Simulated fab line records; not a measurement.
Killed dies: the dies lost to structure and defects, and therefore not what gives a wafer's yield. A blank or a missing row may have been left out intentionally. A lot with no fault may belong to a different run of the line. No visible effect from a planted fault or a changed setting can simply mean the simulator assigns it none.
fab line records + flow sky130
[record]
- lots = 6
- wafers = 18
- last-day = 50
route steps=708 shown POLY_CUT@307 PAD_OPEN@708
lots that met no fault: taken from a fault-free run of the same line
start-h: hours from the record's opening day to when the first of the lot's shown wafers began + wait-h: hours from the lot's prior step to this one + " repeats the value in the row above + L1.1+2: several wafers, shown together as one row + - no value present, or no start provided + * or withheld: withheld + < > ~ a bound
route shown NAME@n: a module of which the file shows steps, and the number in the route of the first + usual: mean/standard deviation taken from wafers without a fault + same: alike in all rows + chamber/n: place in a boat + sites: per-site readings + _std_site: their standard deviation + _edge_site: inner sites' mean taken away from outer sites' mean + radius-mm: for every site, how far away it sits from the centre of the wafer + mask NAME#n: copy n + behind: the most recent tool/chamber to have shaped the wafer + hold: reason for holding the lot/hours on hold/outcome of the hold + device: whichever transistor did not switch (one of n, p or np) + end of line: at the end of the route, the tests of the same wafers + for a step that has no rows: nothing shown but its recipe + killed: the dies lost at the first sort to structure and to defects; this is not the yield of the wafer + map: shows each die of a wafer: x if killed, . if not, _ if none is there
set.NAME: the setting that was run; set.NAME@STEP: the one run at that earlier step + model.NAME: the simulator's own value behind a step, which no gauge read
certain route steps with their lots: each step a table, each wafer a row
services: from which hour (start-h, from the record's first day; less than 0 if before it) a tool's chamber was out of use, for how many hours, and why
[[steps]]
[step SKY_POLY_CUT_DEHYDRATE_00]
[recipe]
- temp-c = 200
- time-s = 60
[step SKY_POLY_CUT_HMDS_01]
[recipe]
- prime-time-s = 60
- prime-temp-c = 120
[step SKY_POLY_CUT_COAT_02]
[recipe]
- resist = BARC
- temp-c = withheld
- time-s = withheld
- spin-rpm = 3000
- resist-thk-nm = 60
[step SKY_POLY_CUT_COAT_03]
[recipe]
- resist = KrF-thick
- spin-rpm = 3000
- resist-thk-nm = 450
[step SKY_POLY_CUT_SOFTBAKE_04]
[recipe]
- temp-c = 100
- time-s = 90
- resist = KrF-thick
[step SKY_POLY_CUT_EXPOSE_05]
[recipe]
- mask-id = NPCM
- na = 0.8
- source-shape = annular
- sigma-inner = 0.55
- sigma-outer = 0.85
- target-cd-nm = 270
- dose-mj = 32
[step SKY_POLY_CUT_PEB_06]
[recipe]
- peb-temp-c = withheld
- peb-time-s = withheld
- resist = KrF-thick
[step SKY_POLY_CUT_DEVELOP_07]
[recipe]
- develop-time-s = 60
- resist = KrF-thick
- dev-temp-c = 21
[step SKY_POLY_CUT_CD_MEAS_08]
[recipe]
- target-cd-nm = 270
[usual]
- cd-nm = 269.8/1.5
| lot.wafer | tool      | chamber | start-h | wait-h | cd-nm |
|-----------|-----------|---------|---------|--------|-------|
| L957.2    | cd-sem-01 | -       | 631.56  | -      | 268.3 |
| L957.3    | "         | -       | "       | "      | 269.1 |
| L957.6    | "         | -       | "       | "      | 268.6 |
| L966.1    | cd-sem-02 | -       | 693.63  | -      | 270.8 |
| L966.2    | "         | -       | "       | "      | 269.1 |
| L966.5    | "         | -       | "       | "      | 269.5 |
| L967.1    | cd-sem-02 | -       | 702.25  | -      | 268.7 |
| L967.2    | "         | -       | "       | "      | 270.0 |
| L967.5    | "         | -       | "       | "      | 268.3 |
| L971.2    | cd-sem-01 | -       | 746.26  | -      | 268.1 |
| L971.4    | "         | -       | "       | "      | 267.0 |
| L971.5    | "         | -       | "       | "      | 268.1 |
| L972.1    | cd-sem-01 | -       | 746.53  | -      | 269.2 |
| L972.3    | "         | -       | "       | "      | 269.6 |
| L972.4    | "         | -       | "       | "      | 269.1 |
| L973.1    | cd-sem-02 | -       | 746.80  | -      | 269.3 |
| L973.4    | "         | -       | "       | "      | 270.2 |
| L973.6    | "         | -       | "       | "      | 268.5 |
[step SKY_POLY_CUT_OVL_MEAS_09]
[usual]
- POLY_CUT_OVL = -1/5
| lot.wafer | tool       | chamber | start-h | wait-h | POLY_CUT_OVL[nm] |
|-----------|------------|---------|---------|--------|------------------|
| L957.2    | overlay-02 | -       | 631.67  | 0.1    | 6                |
| L957.3    | "          | -       | "       | "      | 7                |
| L957.6    | "          | -       | "       | "      | 12               |
| L966.1    | overlay-02 | -       | 693.75  | 0.1    | -3               |
| L966.2    | "          | -       | "       | "      | -14              |
| L966.5    | "          | -       | "       | "      | 4                |
| L967.1    | overlay-02 | -       | 702.37  | 0.1    | 3                |
| L967.2    | "          | -       | "       | "      | 4                |
| L967.5    | "          | -       | "       | "      | 3                |
| L971.2    | overlay-01 | -       | 746.37  | 0.1    | -5               |
| L971.4    | "          | -       | "       | "      | -4               |
| L971.5    | "          | -       | "       | "      | -2               |
| L972.1    | overlay-01 | -       | 746.65  | 0.1    | -3               |
| L972.3    | "          | -       | "       | "      | -7               |
| L972.4    | "          | -       | "       | "      | -11              |
| L973.1    | overlay-02 | -       | 746.92  | 0.1    | 6                |
| L973.4    | "          | -       | "       | "      | 0                |
| L973.6    | "          | -       | "       | "      | 6                |
[step SKY_POLY_CUT_ETCH_10]
[recipe]
- chemistry = N2/H2
- target = BARC
- ion-energy-ev = 200
- source-w = 500
- bias-w = 100
- pressure-mtorr = 30
- n2-flow-sccm = 100
- h2-flow-sccm = 200
- stop-on = SiO2
- time-s = 45.9
- target-depth-a = 600
[usual]
- drypump-motor-current-A = 5.5/0.48
- oes-product-au = 0.854/0.0045
- throttle-valve-pct = 13.226/0.009
| lot.wafer | tool        | chamber | start-h | wait-h | drypump-motor-current-A | oes-product-au | rf-hours-counter-h | throttle-valve-pct |
|-----------|-------------|---------|---------|--------|-------------------------|----------------|--------------------|--------------------|
| L957.2    | rie-diel-04 | 2       | 631.70  | 0.0    | 5.0                     | 0.851          | 10                 | 13.232             |
| L957.3    | "           | 1       | "       | "      | 5.4                     | 0.852          | 1                  | 13.230             |
| L957.6    | "           | 0       | "       | "      | 5.7                     | 0.854          | -                  | 13.228             |
| L966.1    | rie-diel-04 | 2       | 693.78  | 0.0    | 5.1                     | 0.853          | 12                 | 13.224             |
| L966.2    | "           | 0       | "       | "      | 5.7                     | 0.847          | 16                 | 13.233             |
| L966.5    | "           | 2       | "       | "      | 5.0                     | 0.851          | -                  | 13.234             |
| L967.1    | rie-diel-02 | 2       | 702.41  | 0.0    | 6.4                     | 0.847          | 11                 | 13.236             |
| L967.2    | "           | 1       | "       | "      | 4.9                     | 0.851          | 12                 | 13.240             |
| L967.5    | "           | 2       | "       | "      | 6.4                     | 0.855          | -                  | 13.223             |
| L971.2    | rie-diel-02 | 3       | 746.40  | 0.0    | 5.9                     | 0.860          | 1                  | 13.226             |
| L971.4    | "           | 2       | "       | "      | 6.4                     | 0.853          | 12                 | 13.227             |
| L971.5    | "           | 3       | "       | "      | 5.9                     | 0.860          | -                  | 13.220             |
| L972.1    | rie-diel-04 | 1       | 746.68  | 0.0    | 5.4                     | 0.860          | 3                  | 13.220             |
| L972.3    | "           | 2       | "       | "      | 5.0                     | 0.856          | 13                 | 13.215             |
| L972.4    | "           | 3       | "       | "      | 5.3                     | 0.853          | 2                  | 13.216             |
| L973.1    | rie-diel-02 | 1       | 746.96  | 0.0    | 4.9                     | 0.855          | 13                 | 13.231             |
| L973.4    | "           | 3       | "       | "      | 5.9                     | 0.847          | 1                  | 13.246             |
| L973.6    | "           | 0       | "       | "      | 5.2                     | 0.855          | -                  | 13.229             |
[step SKY_POLY_CUT_ETCH_11]
[recipe]
- target = Si3N4
- chemistry = CF4/CH2F2/Ar
- stop-on = poly-Si
- source-w = 600
- bias-w = 150
- pressure-mtorr = 40
- cf4-flow-sccm = 40
- ch2f2-flow-sccm = 20
- Ar_flow_sccm = 150
- time-s = 42.5
- target-depth-a = 600
[usual]
- cf4-flow-sccm = 40.00/0.12
- drypump-motor-current-A = 5.5/0.48
- oes-product-au = 0.830/0.0064
- throttle-valve-pct = 14.994/0.01
| lot.wafer | tool        | chamber | start-h | wait-h | cf4-flow-sccm | drypump-motor-current-A | oes-product-au | rf-hours-counter-h | throttle-valve-pct |
|-----------|-------------|---------|---------|--------|---------------|-------------------------|----------------|--------------------|--------------------|
| L957.2    | rie-diel-04 | 2       | 631.74  | 0.0    | 40.12         | 5.0                     | 0.833          | 10                 | 15.006             |
| L957.3    | "           | 1       | "       | "      | 39.96         | 5.4                     | 0.842          | 1                  | 14.988             |
| L957.6    | "           | 0       | "       | "      | 39.78         | 5.7                     | 0.834          | -                  | 15.018             |
| L966.1    | rie-diel-04 | 2       | 693.83  | 0.0    | 40.06         | 5.0                     | 0.824          | 12                 | 14.999             |
| L966.2    | "           | 0       | "       | "      | 39.91         | 5.7                     | 0.813          | 16                 | 15.012             |
| L966.5    | "           | 2       | "       | "      | 40.18         | 5.1                     | 0.820          | -                  | 14.987             |
| L967.1    | rie-diel-02 | 2       | 702.45  | 0.0    | 39.87         | 6.3                     | 0.837          | 11                 | 14.995             |
| L967.2    | "           | 1       | "       | "      | 39.97         | 4.9                     | 0.835          | 12                 | 14.983             |
| L967.5    | "           | 2       | "       | "      | 39.74         | 6.4                     | 0.838          | -                  | 14.987             |
| L971.2    | rie-diel-02 | 3       | 746.44  | 0.0    | 40.03         | 6.0                     | 0.826          | 1                  | 15.001             |
| L971.4    | "           | 2       | "       | "      | 39.86         | 6.4                     | 0.839          | 12                 | 14.992             |
| L971.5    | "           | 3       | "       | "      | 40.00         | 5.9                     | 0.831          | -                  | 14.992             |
| L972.1    | rie-diel-04 | 1       | 746.73  | 0.0    | 40.01         | 5.4                     | 0.833          | 3                  | 14.985             |
| L972.3    | "           | 2       | "       | "      | 40.08         | 5.1                     | 0.845          | 13                 | 14.985             |
| L972.4    | "           | 3       | "       | "      | 39.84         | 5.3                     | 0.839          | 2                  | 14.998             |
| L973.1    | rie-diel-02 | 1       | 747.00  | 0.0    | 39.82         | 4.9                     | 0.832          | 13                 | 15.006             |
| L973.4    | "           | 3       | "       | "      | 40.02         | 5.9                     | 0.831          | 2                  | 14.982             |
| L973.6    | "           | 0       | "       | "      | 39.95         | 5.2                     | 0.840          | -                  | 14.985             |
[step SKY_POLY_CUT_STRIP_12]
[recipe]
- chemistry = O2/N2
- power-w = 1400
- pressure-mtorr = 1500
- platen-temp-c = withheld
- o2-flow-sccm = 3000
- n2-flow-sccm = 300
- overash-fraction = 0.5
[usual]
- chamber-pressure-mTorr = 1500.0/1.3
- drypump-motor-current-A = 5.8/0.36
- o2-flow-sccm = 2999/8.8
- oes-product-au = 0.453/0.0046
- strip-time-to-endpoint-s = 5.355/0.015
| lot.wafer | tool            | chamber | start-h | wait-h | chamber-pressure-mTorr | drypump-motor-current-A | o2-flow-sccm | oes-product-au | rf-hours-counter-h | strip-time-to-endpoint-s | model.KrF-thick_of_POLY_CUT_COAT_03.thk-nm |
|-----------|-----------------|---------|---------|--------|------------------------|-------------------------|--------------|----------------|--------------------|--------------------------|--------------------------------------------|
| L957.2    | plasma-asher-02 | 0       | 631.78  | 0.0    | 1501.4                 | 6.0                     | 2982         | 0.449          | 84                 | 5.328                    | 0                                          |
| L957.3    | "               | 1       | "       | "      | 1499.5                 | 5.7                     | 3003         | 0.447          | -                  | 5.356                    | 0                                          |
| L957.6    | "               | 0       | "       | "      | 1503.0                 | 6.0                     | 2993         | 0.447          | -                  | 5.346                    | 0                                          |
| L966.1    | plasma-asher-01 | 0       | 693.87  | 0.0    | -                      | -                       | -            | -              | -                  | -                        | 408.1                                      |
| L966.2    | "               | 1       | "       | "      | -                      | -                       | -            | -              | -                  | -                        | 406                                        |
| L966.5    | "               | 0       | "       | "      | -                      | -                       | -            | -              | -                  | -                        | 406.4                                      |
| L967.1    | plasma-asher-01 | 0       | 702.49  | 0.0    | -                      | -                       | -            | -              | -                  | -                        | 407.7                                      |
| L967.2    | "               | 1       | "       | "      | -                      | -                       | -            | -              | -                  | -                        | 407.7                                      |
| L967.5    | "               | 0       | "       | "      | -                      | -                       | -            | -              | -                  | -                        | 407.4                                      |
| L971.2    | plasma-asher-01 | 0       | 746.48  | 0.0    | 1501.5                 | 6.2                     | 2991         | 0.450          | 31                 | 5.357                    | 0                                          |
| L971.4    | "               | 0       | "       | "      | 1500.2                 | 6.3                     | 2993         | 0.450          | -                  | 5.361                    | 0                                          |
| L971.5    | "               | 1       | "       | "      | 1499.6                 | 5.9                     | 2989         | 0.452          | -                  | 5.361                    | 0                                          |
| L972.1    | plasma-asher-02 | 0       | 746.77  | 0.0    | 1500.8                 | 6.0                     | 2996         | 0.452          | 95                 | 5.341                    | 0                                          |
| L972.3    | "               | 1       | "       | "      | 1500.0                 | 5.7                     | 2993         | 0.453          | -                  | 5.372                    | 0                                          |
| L972.4    | "               | 0       | "       | "      | 1497.5                 | 6.0                     | 2995         | 0.462          | -                  | 5.350                    | 0                                          |
| L973.1    | plasma-asher-01 | 0       | 747.04  | 0.0    | 1500.1                 | 6.2                     | 3019         | 0.452          | 31                 | 5.353                    | 0                                          |
| L973.4    | "               | 0       | "       | "      | 1499.6                 | 6.2                     | 3001         | 0.454          | -                  | 5.363                    | 0                                          |
| L973.6    | "               | 1       | "       | "      | 1499.1                 | 5.9                     | 3015         | 0.454          | -                  | 5.348                    | 0                                          |
[step SKY_PAD_OPEN_PROBE_99]
[usual]
- killed_at_M0_to_M3 = 43/6.6
- killed_at_M4_up = 2.9/1.8
- killed-at-contacts = 25/5.3
- killed-at-front-end = 15/4.1
- killed-at-other = 0.3/0.6
- killed-dies = 86/8.8
- killed-on-rim = 17/3.5
- killed-open = 47/6.7
- killed-short = 39/6.2
[same]
- gross-dies = 492
- killed-at-back-side = 0
| lot.wafer | tool      | chamber | start-h | wait-h | killed_at_M0_to_M3 | killed_at_M4_up | killed-at-contacts | killed-at-front-end | killed-at-other | killed-dies | killed-on-rim | killed-open | killed-short |
|-----------|-----------|---------|---------|--------|--------------------|-----------------|--------------------|---------------------|-----------------|-------------|---------------|-------------|--------------|
| L957.2    | prober-02 | -       | 1128.73 | 0.1    | 45                 | 2               | 29                 | 11                  | 0               | 87          | 19            | 48          | 38           |
| L957.3    | prober-02 | -       | 1128.78 | 0.2    | 47                 | 5               | 24                 | 8                   | 0               | 84          | 18            | 53          | 31           |
| L957.6    | prober-02 | -       | 1128.93 | 0.2    | 40                 | 4               | 14                 | 19                  | 0               | 77          | 16            | 39          | 36           |
| L966.1    | prober-02 | -       | 1170.11 | 0.1    | 33                 | 2               | 22                 | 435                 | 0               | 492         | 96            | 36          | 34           |
| L966.2    | prober-02 | -       | 1170.16 | 0.1    | 51                 | 5               | 26                 | 410                 | 0               | 492         | 96            | 55          | 45           |
| L966.5    | prober-02 | -       | 1170.31 | 0.2    | 38                 | 6               | 22                 | 426                 | 0               | 492         | 96            | 33          | 49           |
| L967.1    | prober-01 | -       | 1176.52 | 0.1    | 51                 | 6               | 30                 | 404                 | 1               | 492         | 96            | 57          | 36           |
| L967.2    | prober-01 | -       | 1176.57 | 0.1    | 38                 | 3               | 21                 | 430                 | 0               | 492         | 96            | 48          | 31           |
| L967.5    | prober-01 | -       | 1176.72 | 0.2    | 44                 | 3               | 28                 | 417                 | 0               | 492         | 96            | 54          | 33           |
| L973.1    | prober-01 | -       | 1201.15 | 0.1    | 40                 | 1               | 23                 | 23                  | 0               | 87          | 20            | 50          | 37           |
| L973.4    | prober-01 | -       | 1201.30 | 0.2    | 49                 | 3               | 34                 | 20                  | 0               | 106         | 26            | 58          | 47           |
| L973.6    | prober-01 | -       | 1201.40 | 0.2    | 47                 | 1               | 14                 | 23                  | 0               | 85          | 14            | 47          | 38           |
// killed by level:class
L957.2 VIA1:geometric-particle:open=13 CONTACT:geometric-particle:open=11 LI_CONTACT:geometric-particle:open=8 METAL2:geometric-particle:short=6 VIA1:geometric-particle:short=5 VIA2:geometric-particle:short=5 VIA3:geometric-particle:open=5 LOCAL_INTERCONNECT:geometric-particle:short=4
L957.3 VIA1:geometric-particle:open=15 VIA2:geometric-particle:open=11 CONTACT:geometric-particle:open=8 VIA3:geometric-particle:open=7 LI_CONTACT:geometric-particle:open=5 FIELD_ISO:geometric-particle:short=4 CONTACT:geometric-particle:short=4 VIA1:geometric-particle:short=4
L957.6 LI_CONTACT:geometric-particle:open=7 METAL2:geometric-particle:short=7 FIELD_ISO:geometric-particle:open=6 FIELD_ISO:geometric-particle:short=6 VIA3:geometric-particle:open=6 VIA1:geometric-particle:open=5 METAL3:geometric-particle:short=5 VIA3:geometric-particle:short=5
L966.1 SD_P:area-strip=422 VIA3:geometric-particle:open=8 VIA1:geometric-particle:open=6 CONTACT:geometric-particle:open=6 LI_CONTACT:geometric-particle:open=5 LI_CONTACT:geometric-particle:short=5 POLY_GATE:geometric-particle:open=4 VIA1:geometric-particle:short=4
L966.2 SD_P:area-strip=392 VIA1:geometric-particle:open=11 VIA2:geometric-particle:open=8 VIA3:geometric-particle:open=8 METAL2:geometric-particle:short=6 CONTACT:geometric-particle:open=6 POLY_GATE:geometric-particle:short=5 LI_CONTACT:geometric-particle:open=5
L966.5 SD_P:area-strip=410 LI_CONTACT:geometric-particle:open=7 METAL4:geometric-particle:short=6 VIA3:geometric-particle:open=6 CONTACT:geometric-particle:short=5 VIA1:geometric-particle:open=5 VIA2:geometric-particle:short=5 METAL3:geometric-particle:short=5
L967.1 SD_P:area-strip=399 VIA1:geometric-particle:open=12 CONTACT:geometric-particle:open=9 VIA3:geometric-particle:open=9 LI_CONTACT:geometric-particle:open=7 VIA2:geometric-particle:open=7 LOCAL_INTERCONNECT:geometric-particle:short=6 VIA1:geometric-particle:short=6
L967.2 SD_P:area-strip=413 VIA1:geometric-particle:open=14 CONTACT:geometric-particle:open=9 SPACER:geometric-particle:open=6 VIA3:geometric-particle:open=5 CONTACT:geometric-particle:short=4 LI_CONTACT:geometric-particle:open=4 METAL1:geometric-particle:short=4
L967.5 SD_P:area-strip=404 CONTACT:geometric-particle:open=14 VIA1:geometric-particle:open=12 LI_CONTACT:geometric-particle:open=7 VIA2:geometric-particle:open=7 METAL2:geometric-particle:short=6 SPACER:geometric-particle:open=5 VIA1:geometric-particle:short=5
L973.1 VIA1:geometric-particle:open=11 VIA2:geometric-particle:open=10 CONTACT:geometric-particle:open=8 METAL1:geometric-particle:short=7 FIELD_ISO:geometric-particle:short=6 FIELD_ISO:geometric-particle:open=6 CONTACT:geometric-particle:short=6 POLY_GATE:geometric-particle:open=5
L973.4 VIA1:geometric-particle:open=13 CONTACT:geometric-particle:open=12 METAL2:geometric-particle:short=10 VIA3:geometric-particle:open=9 CONTACT:geometric-particle:short=9 LI_CONTACT:geometric-particle:open=6 VIA1:geometric-particle:short=6 POLY_GATE:geometric-particle:short=5
L973.6 VIA2:geometric-particle:open=8 VIA1:geometric-particle:open=8 FIELD_ISO:geometric-particle:open=7 CONTACT:geometric-particle:open=7 METAL1:geometric-particle:short=6 VIA1:geometric-particle:short=6 METAL2:geometric-particle:short=6 FIELD_ISO:geometric-particle:short=4
// map L966.1 (x killed, . not)
__________xxxxxxxxxx_________
________xxxxxxxxxxxxxx_______
______xxxxxxxxxxxxxxxxxx_____
_____xxxxxxxxxxxxxxxxxxxx____
____xxxxxxxxxxxxxxxxxxxxxx___
___xxxxxxxxxxxxxxxxxxxxxxxx__
__xxxxxxxxxxxxxxxxxxxxxxxxxx_
_xxxxxxxxxxxxxxxxxxxxxxxxxxxx
_xxxxxxxxxxxxxxxxxxxxxxxxxxxx
_xxxxxxxxxxxxxxxxxxxxxxxxxxxx
_xxxxxxxxxxxxxxxxxxxxxxxxxxxx
_xxxxxxxxxxxxxxxxxxxxxxxxxxxx
_xxxxxxxxxxxxxxxxxxxxxxxxxxxx
_xxxxxxxxxxxxxxxxxxxxxxxxxxxx
_xxxxxxxxxxxxxxxxxxxxxxxxxxxx
__xxxxxxxxxxxxxxxxxxxxxxxxxx_
___xxxxxxxxxxxxxxxxxxxxxxxx__
____xxxxxxxxxxxxxxxxxxxxxx___
_____xxxxxxxxxxxxxxxxxxxx____
______xxxxxxxxxxxxxxxxxx_____
________xxxxxxxxxxxxxx_______
__________xxxxxxxxxx_________
// map L967.1 (x killed, . not)
__________xxxxxxxxxx_________
________xxxxxxxxxxxxxx_______
______xxxxxxxxxxxxxxxxxx_____
_____xxxxxxxxxxxxxxxxxxxx____
____xxxxxxxxxxxxxxxxxxxxxx___
___xxxxxxxxxxxxxxxxxxxxxxxx__
__xxxxxxxxxxxxxxxxxxxxxxxxxx_
_xxxxxxxxxxxxxxxxxxxxxxxxxxxx
_xxxxxxxxxxxxxxxxxxxxxxxxxxxx
_xxxxxxxxxxxxxxxxxxxxxxxxxxxx
_xxxxxxxxxxxxxxxxxxxxxxxxxxxx
_xxxxxxxxxxxxxxxxxxxxxxxxxxxx
_xxxxxxxxxxxxxxxxxxxxxxxxxxxx
_xxxxxxxxxxxxxxxxxxxxxxxxxxxx
_xxxxxxxxxxxxxxxxxxxxxxxxxxxx
__xxxxxxxxxxxxxxxxxxxxxxxxxx_
___xxxxxxxxxxxxxxxxxxxxxxxx__
____xxxxxxxxxxxxxxxxxxxxxx___
_____xxxxxxxxxxxxxxxxxxxx____
______xxxxxxxxxxxxxxxxxx_____
________xxxxxxxxxxxxxx_______
__________xxxxxxxxxx_________
[[services]]
| tool            | chamber | start-h | hours | kind           |
|-----------------|---------|---------|-------|----------------|
| plasma-asher-02 | -       | 624.68  | 0.5   | repair         |
| rie-diel-04     | 3       | 642.39  | -     | clean          |
| rie-diel-04     | 3       | 642.39  | 15.8  | scheduled-down |
| rie-diel-04     | 3       | 642.39  | 15.8  | vent-cycle     |
| rie-diel-02     | 3       | 648.44  | -     | clean          |
| rie-diel-02     | 3       | 648.44  | 18.0  | scheduled-down |
| rie-diel-02     | 3       | 648.44  | 18.0  | vent-cycle     |
| rie-diel-04     | 0       | 649.03  | 4.5   | repair         |
| rie-diel-04     | 1       | 671.67  | 9.0   | repair         |
| rie-diel-04     | -       | 686.75  | 0.8   | repair         |
| rie-diel-02     | 0       | 695.64  | 15.5  | repair         |
| rie-diel-04     | -       | 737.98  | 2.8   | pm             |
[[key]]
[first-sign]
- step = SKY_POLY_CUT_STRIP_12
- reading = tool-record
- direction = missing
[effect]
- step = SKY_PAD_OPEN_PROBE_99
- reading = killed-at-front-end
- direction = up
- sigmas = 99+
- usual = 15
- struck = 420
[model-effect]
- step = SKY_POLY_CUT_STRIP_12
- value = KrF-thick_of_POLY_CUT_COAT_03.thk-nm
- without = 0
- struck = 407.2
[more-kills-born-at]
- SKY_POLY_CUT_STRIP_12@plasma-asher-01 = 2440
met-at SKY_POLY_CUT_STRIP_12
struck-wafers L966.1,L966.2,L966.5,L967.1,L967.2,L967.5
later-rows-left-out L966.1,L966.2,L966.5,L967.1,L967.2,L967.5
tester-left-out L966,L967
[fault]
- kind = skipped-step-whole
- tool = plasma-asher-01
- chamber = -
- onset-h = 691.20
- steps = SKY_POLY_CUT_STRIP_12
- scope = struck-lots-only
// tester-left-out: of these lots the tester's yield and bins aren't shown, on N5 and GAA mostly nor the transistor test; their killed dies are dies lost to structure and defects alone, not to doping, threshold or leakage, so they don't give the yield
// later-rows-left-out: the simulator's readings of these wafers behind a module that went badly wrong aren't trusted and aren't shown, but for the sort
